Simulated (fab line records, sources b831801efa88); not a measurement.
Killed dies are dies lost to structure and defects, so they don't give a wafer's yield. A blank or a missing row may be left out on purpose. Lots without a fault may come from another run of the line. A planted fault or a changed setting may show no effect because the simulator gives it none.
fab line records | flow sky130
record lots=7 wafers=18 last_day=49
route steps=708 shown LDD_LDN@300 SPACER@304 POLY_CUT@307 PAD_OPEN@708
lots that met no fault: from a run of the same line without faults
start_h: hours from the record's first day to the start of the lot's first wafer shown | wait_h: hours since the lot's step before | " the same as in the row above | L1.1+2: a row that stands for several wafers | - no value, or no start given | * or withheld: withheld | < > ~ a bound
route shown NAME@n: a module of which the file shows steps, and the number in the route of the first | usual: mean/standard deviation of fault-free wafers | same: alike in all rows | chamber/n: place in a boat | sites: the reading at each site | _std_site: their standard deviation | _edge_site: outer sites' mean less inner sites' | radius_mm: how far each site lies from the wafer's centre | mask NAME#n: copy n | behind: the tool/chamber that last shaped the wafer | hold: why the lot was held/for how many hours/how that ended | device: the transistor (n, p or np) that didn't switch | end of line: the same wafers' tests at the end of the route | a step without rows: its recipe alone | killed: dies lost to structure and defects at the first sort, not the wafer's yield | map: a wafer's dies, x killed, . not, _ none there
set.NAME: the setting as run; set.NAME@STEP: as run at that earlier step | model.NAME: the simulator's own value behind a step, which no gauge read
lots at some steps of the route; a table a step, a row a wafer
services: from which hour (start_h, from the record's first day; less than 0 if before it) a tool's chamber was out of use, for how many hours, and why
## steps
# step SKY_LDD_LDN_IMPLANT_11
# recipe species=As energy_kev=15 dose_cm2=1.25e+13 tilt_deg=withheld rotation_deg=293
# step SKY_LDD_LDN_STRIP_12
# recipe chemistry=O2/N2 power_w=1400 pressure_mtorr=1500 platen_temp_c=withheld o2_flow_sccm=3000 n2_flow_sccm=300 overash_fraction=0.5
# usual drypump_motor_current_A=5.6/0.42 oes_product_au=0.715/0.0045 strip_time_to_endpoint_s=14.18/0.045
# same overash_fraction=0.5
# columns lot.wafer tool chamber start_h wait_h drypump_motor_current_A oes_product_au rf_hours_counter_h strip_time_to_endpoint_s
L799.1 plasma_asher-03 0 546.39 0.1 6.1 0.716 43 14.15
L799.2 " 1 " " 5.4 0.714 43 14.20
L799.5 " 0 " " 6.1 0.707 - 14.18
L802.2 plasma_asher-01 1 573.94 0.1 6.0 0.719 14 14.24
L802.6 " 1 " " 6.1 0.711 - 14.21
L803.1 plasma_asher-03 1 584.17 0.1 5.3 0.714 47 14.15
L803.6 " 0 " " 6.1 0.715 - 14.13
L804.2 plasma_asher-01 1 591.90 0.1 6.1 0.719 16 14.18
L804.6 " 0 " " 5.2 0.709 - 14.17
L812.2 plasma_asher-01 1 653.92 0.1 6.0 0.712 23 14.15
L812.3 " 1 " " 6.0 0.718 - 14.16
L812.4 " 0 " " 5.2 0.716 - 14.17
L816.1 plasma_asher-03 1 687.95 0.1 5.3 0.713 55 14.18
L816.4 " 0 " " 6.1 0.714 - 14.17
L816.6 " 0 " " 6.1 0.720 - 14.19
L817.2 plasma_asher-04 1 694.09 0.1 5.0 0.716 96 14.13
L817.4 " 0 " " 5.6 0.723 - 14.18
L817.5 " 0 " " 5.6 0.714 - 14.13
# step SKY_LDD_LDN_TW_MEAS_13
# usual LDD_LDN_TW=1472/15
# columns lot.wafer tool chamber start_h wait_h LDD_LDN_TW
L799.1 film_metro-04 - 546.49 0.1 1462
L799.2 " - " " 1467
L799.5 " - " " 1467
L802.2 film_metro-01 - 574.05 0.1 1480
L802.6 " - " " 1481
L803.1 film_metro-01 - 584.27 0.1 1466
L803.6 " - " " 1466
L804.2 film_metro-02 - 592.01 0.1 1496
L804.6 " - " " 1492
L812.2 film_metro-04 - 654.03 0.1 1456
L812.3 " - " " 1462
L812.4 " - " " 1459
L816.1 film_metro-02 - 688.05 0.1 1485
L816.4 " - " " 1487
L816.6 " - " " 1484
L817.2 film_metro-01 - 694.20 0.1 1476
L817.4 " - " " 1474
L817.5 " - " " 1473
# step SKY_LDD_LDN_CLEAN_14
# recipe chemistry=SC1/SC2 mix=1:4:20 temp_c=70 time_s=150 dry=n2_spin
# step SKY_SPACER_CVD_00
# recipe material=Si3N4 precursor=DCS/NH3 target_thk_nm=43.1 temp_c=770 time_s=740 pressure_mtorr=250
# step SKY_SPACER_THK_MEAS_01
# recipe reads=Si3N4_of_SPACER_CVD_00
# usual SPACER_CVD_00_THK=43.1/0.37
# columns lot.wafer tool chamber start_h wait_h SPACER_CVD_00_THK[nm]
L799.1 film_metro-03 - 549.42 0.0 43.6
L799.2 " - " " 43.0
L799.5 " - " " 43.3
L802.2 film_metro-01 - 575.46 0.0 43.7
L802.6 " - " " 43.8
L803.1 film_metro-01 - 586.28 0.0 43.0
L803.6 " - " " 43.5
L804.2 film_metro-04 - 593.32 0.0 43.3
L804.6 " - " " 43.3
L812.2 film_metro-04 - 655.35 0.0 42.6
L812.3 " - " " 42.6
L812.4 " - " " 42.6
L816.1 film_metro-01 - 689.37 0.0 43.3
L816.4 " - " " 43.4
L816.6 " - " " 43.3
L817.2 film_metro-03 - 695.57 0.0 42.7
L817.4 " - " " 43.5
L817.5 " - " " 43.6
# step SKY_SPACER_ETCHBACK_02
# recipe chemistry=CH3F/O2 target=Si3N4 stop_on=SiO2 source_w=400 bias_w=80 pressure_mtorr=25 ch3f_flow_sccm=40 O2_flow_sccm=30 time_s=46.7 target_depth_a=450
# usual drypump_motor_current_A=5.7/0.35 oes_product_au=0.855/0.006 throttle_valve_pct=10.563/0.0086
# columns lot.wafer tool chamber start_h wait_h drypump_motor_current_A oes_product_au rf_hours_counter_h throttle_valve_pct
L799.1 rie_diel-01 1 549.48 0.1 5.3 0.864 18 10.561
L799.2 " 2 " " 5.7 0.852 63 10.572
L799.5 " 3 " " 5.8 0.856 - 10.559
L802.2 rie_diel-02 2 575.51 0.0 5.6 0.862 14 10.560
L802.6 " 1 " " 5.9 0.864 - 10.564
L803.1 rie_diel-02 0 586.34 0.1 5.3 0.852 9 10.553
L803.6 " 0 " " 5.4 0.860 - 10.555
L804.2 rie_diel-02 2 593.37 0.0 5.6 0.858 14 10.558
L804.6 " 0 " " 5.4 0.858 - 10.570
L812.2 rie_diel-04 0 655.40 0.0 5.9 0.852 4 10.552
L812.3 " 2 " " 5.3 0.850 28 10.570
L812.4 " 3 " " 6.0 0.850 1 10.557
L816.1 rie_diel-01 3 689.43 0.1 5.8 0.859 50 10.557
L816.4 " 0 " " 6.6 0.859 5 10.570
L816.6 " 3 " " 5.8 0.856 - 10.576
L817.2 rie_diel-02 2 695.62 0.0 5.5 0.850 17 10.553
L817.4 " 3 " " 5.2 0.863 5 10.560
L817.5 " 3 " " 5.2 0.860 - 10.563
# step SKY_POLY_CUT_DEHYDRATE_00
# recipe temp_c=200 time_s=60
# step SKY_POLY_CUT_HMDS_01
# recipe prime_time_s=60 prime_temp_c=120
# step SKY_POLY_CUT_COAT_02
# recipe resist=BARC temp_c=withheld time_s=withheld spin_rpm=3000 resist_thk_nm=60
# step SKY_POLY_CUT_COAT_03
# recipe resist=KrF-thick spin_rpm=3000 resist_thk_nm=450
# step SKY_POLY_CUT_SOFTBAKE_04
# recipe temp_c=100 time_s=90 resist=KrF-thick
# step SKY_POLY_CUT_EXPOSE_05
# recipe mask_id=NPCM na=0.8 source_shape=annular sigma_inner=0.55 sigma_outer=0.85 target_cd_nm=270 dose_mj=32
# columns lot.wafer tool chamber start_h wait_h mask
L799.1+2+5 krf_scanner-01 0 564.78 - NPCM#0
L802.2+6 krf_scanner-02 0 590.55 - NPCM#0
L803.1+6 krf_scanner-02 0 601.39 - NPCM#0
L804.2+6 krf_scanner-02 0 608.03 - NPCM#0
L812.2+3+4 krf_scanner-01 0 669.83 - NPCM#0
L816.1+4+6 krf_scanner-01 0 704.19 - NPCM#0
L817.2+4+5 krf_scanner-02 0 709.60 - NPCM#0
# step SKY_POLY_CUT_PEB_06
# recipe peb_temp_c=withheld peb_time_s=withheld resist=KrF-thick
# step SKY_POLY_CUT_DEVELOP_07
# recipe develop_time_s=60 resist=KrF-thick dev_temp_c=21
# step SKY_POLY_CUT_CD_MEAS_08
# recipe target_cd_nm=270
# usual cd_nm=269.9/1.3
# columns lot.wafer tool chamber start_h wait_h cd_nm
L799.1 cd_sem-01 - 579.40 - 267.5
L799.2 " - " " 267.7
L799.5 " - " " 268.7
L802.2 cd_sem-02 - 604.58 - 259.0
L802.6 " - " " 259.7
L803.1 cd_sem-01 - 615.82 - 270.5
L803.6 " - " " 260.3
L804.2 cd_sem-02 - 622.78 - 258.6
L804.6 " - " " 258.4
L812.2 cd_sem-02 - 683.57 - 271.8
L812.3 " - " " 271.1
L812.4 " - " " 271.4
L816.1 cd_sem-02 - 717.39 - 268.7
L816.4 " - " " 268.6
L816.6 " - " " 270.0
L817.2 cd_sem-01 - 723.56 - 270.5
L817.4 " - " " 272.0
L817.5 " - " " 271.7
# step SKY_POLY_CUT_OVL_MEAS_09
# usual POLY_CUT_OVL=1/6.5
# columns lot.wafer tool chamber start_h wait_h POLY_CUT_OVL[nm]
L799.1 overlay-02 - 579.52 0.1 2
L799.2 " - " " -8
L799.5 " - " " -2
L802.2 overlay-01 - 604.68 0.1 -2
L802.6 " - " " -1
L803.1 overlay-02 - 615.94 0.1 -8
L803.6 " - " " -3
L804.2 overlay-02 - 622.88 0.1 3
L804.6 " - " " 3
L812.2 overlay-01 - 683.68 0.1 10
L812.3 " - " " 4
L812.4 " - " " 15
L816.1 overlay-02 - 717.51 0.1 11
L816.4 " - " " 2
L816.6 " - " " 6
L817.2 overlay-02 - 723.66 0.1 2
L817.4 " - " " 5
L817.5 " - " " -6
# step SKY_POLY_CUT_ETCH_10
# recipe chemistry=N2/H2 target=BARC ion_energy_ev=200 source_w=500 bias_w=100 pressure_mtorr=30 n2_flow_sccm=100 h2_flow_sccm=200 stop_on=SiO2 time_s=45.9 target_depth_a=600
# usual drypump_motor_current_A=5.5/0.44 h2_flow_sccm=200.1/0.61 oes_product_au=0.855/0.0049 throttle_valve_pct=13.224/0.0095
# columns lot.wafer tool chamber start_h wait_h drypump_motor_current_A h2_flow_sccm oes_product_au rf_hours_counter_h throttle_valve_pct model.POLY_CUT.cd_nm
L799.1 rie_diel-02 1 579.56 0.0 5.9 200.1 0.857 77 13.229 266.9
L799.2 " 3 " " 5.2 200.2 0.840 2 13.194 266.5
L799.5 " 2 " " 5.5 201.4 0.855 - 13.217 268.3
L802.2 rie_diel-03 0 604.71 0.0 5.1 200.5 0.855 0 13.226 258.3
L802.6 " 3 " " 5.8 200.2 0.857 - 13.216 259.9
L803.1 rie_diel-03 1 615.98 0.0 4.7 199.5 0.853 43 13.234 270
L803.6 " 0 " " 5.1 199.6 0.856 - 13.229 259.2
L804.2 rie_diel-02 2 622.91 0.0 5.6 200.0 0.852 15 13.212 258.9
L804.6 " 2 " " 5.6 200.2 0.856 - 13.224 258.6
L812.2 rie_diel-03 2 683.71 0.0 6.0 200.2 0.854 19 13.207 271.4
L812.3 " 0 " " 5.1 200.8 0.860 2 13.241 271
L812.4 " 3 " " 5.8 200.5 0.860 15 13.227 271.4
L816.1 rie_diel-04 0 717.54 0.0 5.9 199.7 0.865 5 13.237 268
L816.4 " 2 " " 5.2 200.8 0.860 30 13.231 268.7
L816.6 " 0 " " 5.9 199.8 0.853 - 13.217 268.9
L817.2 rie_diel-04 2 723.69 0.0 5.3 199.6 0.856 30 13.215 270.4
L817.4 " 3 " " 6.1 198.7 0.849 2 13.215 272.1
L817.5 " 2 " " 5.2 199.5 0.854 - 13.240 271.3
# step SKY_POLY_CUT_ETCH_11
# recipe target=Si3N4 chemistry=CF4/CH2F2/Ar stop_on=poly-Si source_w=600 bias_w=150 pressure_mtorr=40 cf4_flow_sccm=40 ch2f2_flow_sccm=20 Ar_flow_sccm=150 time_s=42.5 target_depth_a=600
# usual drypump_motor_current_A=5.5/0.45 oes_product_au=0.831/0.0065 throttle_valve_pct=14.995/0.0092
# columns lot.wafer tool chamber start_h wait_h drypump_motor_current_A oes_product_au rf_hours_counter_h throttle_valve_pct model.POLY_CUT.cd_nm
L799.1 rie_diel-02 1 579.60 0.0 5.9 0.822 77 14.997 266.9
L799.2 " 3 " " 5.2 0.834 2 14.991 266.5
L799.5 " 2 " " 5.6 0.829 - 14.983 268.2
L802.2 rie_diel-03 0 604.75 0.0 5.1 0.833 0 14.989 258.3
L802.6 " 3 " " 5.8 0.827 - 14.992 260
L803.1 rie_diel-03 1 616.02 0.0 4.7 0.824 43 14.999 270
L803.6 " 0 " " 5.1 0.836 - 15.001 259.1
L804.2 rie_diel-02 2 622.96 0.0 5.5 0.829 15 14.992 258.9
L804.6 " 2 " " 5.5 0.835 - 15.000 258.6
L812.2 rie_diel-03 2 683.75 0.0 5.9 0.825 19 14.988 271.5
L812.3 " 0 " " 5.1 0.821 2 14.997 271.1
L812.4 " 3 " " 5.8 0.830 15 15.006 271.4
L816.1 rie_diel-04 0 717.58 0.0 5.9 0.831 5 14.999 267.9
L816.4 " 2 " " 5.3 0.818 30 15.015 268.7
L816.6 " 0 " " 5.9 0.843 - 14.995 268.8
L817.2 rie_diel-04 2 723.73 0.0 5.2 0.829 30 14.998 270.4
L817.4 " 3 " " 6.0 0.833 2 15.002 272.1
L817.5 " 2 " " 5.2 0.828 - 14.995 271.4
# step SKY_POLY_CUT_STRIP_12
# recipe chemistry=O2/N2 power_w=1400 pressure_mtorr=1500 platen_temp_c=withheld o2_flow_sccm=3000 n2_flow_sccm=300 overash_fraction=0.5
# usual drypump_motor_current_A=5.5/0.55 oes_product_au=0.452/0.0045 strip_time_to_endpoint_s=5.357/0.016
# same overash_fraction=0.5
# columns lot.wafer tool chamber start_h wait_h drypump_motor_current_A oes_product_au rf_hours_counter_h strip_time_to_endpoint_s
L799.1 plasma_asher-02 1 579.64 0.0 4.8 0.454 76 5.334
L799.2 " 0 " " 6.1 0.460 76 5.345
L799.5 " 0 " " 6.0 0.448 - 5.368
L802.2 plasma_asher-02 0 604.80 0.0 6.0 0.454 79 5.341
L802.6 " 0 " " 6.0 0.457 - 5.345
L803.1 plasma_asher-02 1 616.06 0.0 4.8 0.453 80 5.344
L803.6 " 0 " " 6.0 0.448 - 5.327
L804.2 plasma_asher-01 0 623.00 0.0 5.2 0.456 20 5.347
L804.6 " 1 " " 6.0 0.454 - 5.348
L812.2 plasma_asher-01 0 683.79 0.0 5.2 0.454 27 5.369
L812.3 " 1 " " 6.0 0.450 - 5.351
L812.4 " 0 " " 5.2 0.456 - 5.367
L816.1 plasma_asher-02 1 717.62 0.0 4.7 0.457 91 5.377
L816.4 " 0 " " 6.0 0.455 - 5.384
L816.6 " 0 " " 6.0 0.453 - 5.364
L817.2 plasma_asher-02 0 723.77 0.0 6.0 0.451 92 5.355
L817.4 " 1 " " 4.8 0.446 - 5.346
L817.5 " 0 " " 6.1 0.453 - 5.370
# step SKY_PAD_OPEN_PROBE_99
# usual killed_at_M0_to_M3=42/7.7 killed_at_M4_up=3.1/1.9 killed_at_contacts=24/4.9 killed_at_front_end=15/4.6 killed_at_other=0.3/0.51 killed_dies=85/9.9 killed_on_rim=17/4.1 killed_open=47/7.1 killed_short=38/6.7
# same gross_dies=492 killed_at_back_side=0
# columns lot.wafer tool chamber start_h wait_h killed_at_M0_to_M3 killed_at_M4_up killed_at_contacts killed_at_front_end killed_at_other killed_dies killed_on_rim killed_open killed_short
L799.1 prober-01 - 1090.86 0.1 37 6 26 10 0 79 14 35 44
L799.2 prober-01 - 1090.91 0.1 45 5 19 17 0 86 10 48 38
L799.5 prober-01 - 1091.06 0.2 43 4 28 9 0 84 16 48 36
L802.2 prober-02 - 1106.61 0.1 44 4 21 20 1 90 25 51 39
L802.6 prober-02 - 1106.81 0.2 38 3 29 27 0 97 26 65 32
L804.6 prober-02 - 1122.08 0.2 38 5 25 12 0 80 15 48 32
L812.2 prober-02 - 1161.22 0.1 60 5 26 18 1 110 23 58 52
L812.3 prober-02 - 1161.27 0.2 38 2 30 11 0 81 15 40 41
L812.4 prober-02 - 1161.32 0.2 41 2 16 14 0 73 15 45 28
# killed by level:class
L799.1 CONTACT:geometric_particle:open=12 VIA1:geometric_particle:open=7 METAL4:geometric_particle:short=6 LOCAL_INTERCONNECT:geometric_particle:short=5 CONTACT:geometric_particle:short=5 METAL1:geometric_particle:short=5 METAL2:geometric_particle:short=5 FIELD_ISO:geometric_particle:short=4
L799.2 CONTACT:geometric_particle:open=11 METAL1:geometric_particle:short=9 FIELD_ISO:geometric_particle:open=8 METAL2:geometric_particle:short=8 VIA2:geometric_particle:open=6 VIA3:geometric_particle:open=6 VIA1:geometric_particle:open=5 FIELD_ISO:geometric_particle:short=4
L799.5 VIA1:geometric_particle:open=12 CONTACT:geometric_particle:open=7 CONTACT:geometric_particle:short=7 VIA3:geometric_particle:open=7 LOCAL_INTERCONNECT:geometric_particle:short=6 LI_CONTACT:geometric_particle:open=5 METAL1:geometric_particle:short=5 VIA2:geometric_particle:short=4
L802.2 CONTACT:geometric_particle:open=9 METAL1:geometric_particle:short=9 LI_CONTACT:geometric_particle:open=8 VIA1:geometric_particle:open=7 METAL2:geometric_particle:short=6 FIELD_ISO:geometric_particle:open=5 POLY_GATE:geometric_particle:open=5 VIA2:geometric_particle:open=5
L802.6 VIA1:geometric_particle:open=14 LI_CONTACT:geometric_particle:open=13 CONTACT:geometric_particle:open=9 FIELD_ISO:geometric_particle:open=6 VIA2:geometric_particle:open=6 POLY_GATE:geometric_particle:short=5 POLY_GATE:geometric_particle:open=5 LOCAL_INTERCONNECT:geometric_particle:short=5
L804.6 CONTACT:geometric_particle:open=14 VIA2:geometric_particle:open=7 VIA3:geometric_particle:open=7 METAL1:geometric_particle:short=5 FIELD_ISO:geometric_particle:open=4 METAL4:geometric_particle:short=4 LI_CONTACT:geometric_particle:open=4 VIA1:geometric_particle:open=3
L812.2 VIA1:geometric_particle:open=15 VIA3:geometric_particle:open=12 CONTACT:geometric_particle:open=8 VIA1:geometric_particle:short=8 VIA2:geometric_particle:open=7 LI_CONTACT:geometric_particle:open=6 CONTACT:geometric_particle:short=6 FIELD_ISO:geometric_particle:short=5
L812.3 VIA1:geometric_particle:open=11 CONTACT:geometric_particle:short=8 CONTACT:geometric_particle:open=7 METAL2:geometric_particle:short=7 LOCAL_INTERCONNECT:geometric_particle:short=6 LI_CONTACT:geometric_particle:open=5 POLY_GATE:geometric_particle:short=4 METAL1:geometric_particle:short=4
L812.4 VIA1:geometric_particle:open=17 POLY_GATE:geometric_particle:short=6 CONTACT:geometric_particle:open=6 POLY_GATE:geometric_particle:open=5 LI_CONTACT:geometric_particle:open=5 VIA1:geometric_particle:short=4 VIA2:geometric_particle:open=4 METAL3:geometric_particle:short=4
## services
# columns tool chamber start_h hours kind
rie_diel-03 1 528.37 9.9 repair
plasma_asher-03 - 533.04 2.8 pm
rie_diel-04 3 536.18 5.7 repair
krf_scanner-02 - 543.01 1.3 pm
rie_diel-03 1 545.68 5.7 repair
krf_scanner-02 - 559.45 0.8 pm
krf_scanner-01 - 567.45 1.0 pm
rie_diel-04 - 574.66 0.3 repair
krf_scanner-02 - 593.35 1.4 repair
krf_scanner-01 - 598.73 3.8 repair
krf_scanner-01 - 607.62 1.2 repair
rie_diel-02 2 610.58 3.0 repair
krf_scanner-01 - 616.76 1.3 pm
krf_scanner-02 - 643.61 3.6 pm
krf_scanner-02 - 647.16 1.0 pm
rie_diel-02 - 647.21 0.9 repair
krf_scanner-01 - 657.83 3.6 pm
rie_diel-03 3 659.79 13.7 repair
krf_scanner-01 - 661.83 0.8 pm
rie_diel-04 - 687.82 0.4 repair
krf_scanner-02 - 693.90 6.8 repair
rie_diel-03 2 702.94 15.2 repair
krf_scanner-02 - 712.45 7.6 repair
krf_scanner-02 - 720.09 1.3 pm
## key
first_sign step=SKY_POLY_CUT_CD_MEAS_08 reading=cd_nm direction=down sigmas=8.4 usual=269.9 struck=259.2
effect none on later readings
model_effect step=SKY_POLY_CUT_ETCH_10 value=POLY_CUT.cd_nm without=269.2 struck=258.9
model_effect step=SKY_POLY_CUT_ETCH_11 value=POLY_CUT.cd_nm without=269.2 struck=259
met_at SKY_POLY_CUT_EXPOSE_05
struck_wafers L802.2,L802.6,L803.6,L804.2,L804.6
tester_left_out L802,L803,L804
fault kind=process_parameter_drift tool=krf_scanner-02 chamber=- onset_h=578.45 steps=SKY_POLY_CUT_EXPOSE_05 channel=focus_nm offset=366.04 shape=step end_h=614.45 scope=struck_wafers_only
# tester_left_out: of these lots the tester's yield and bins aren't shown, on N5 and GAA mostly nor the transistor test; their killed dies are dies lost to structure and defects alone, not to doping, threshold or leakage, so they don't give the yield
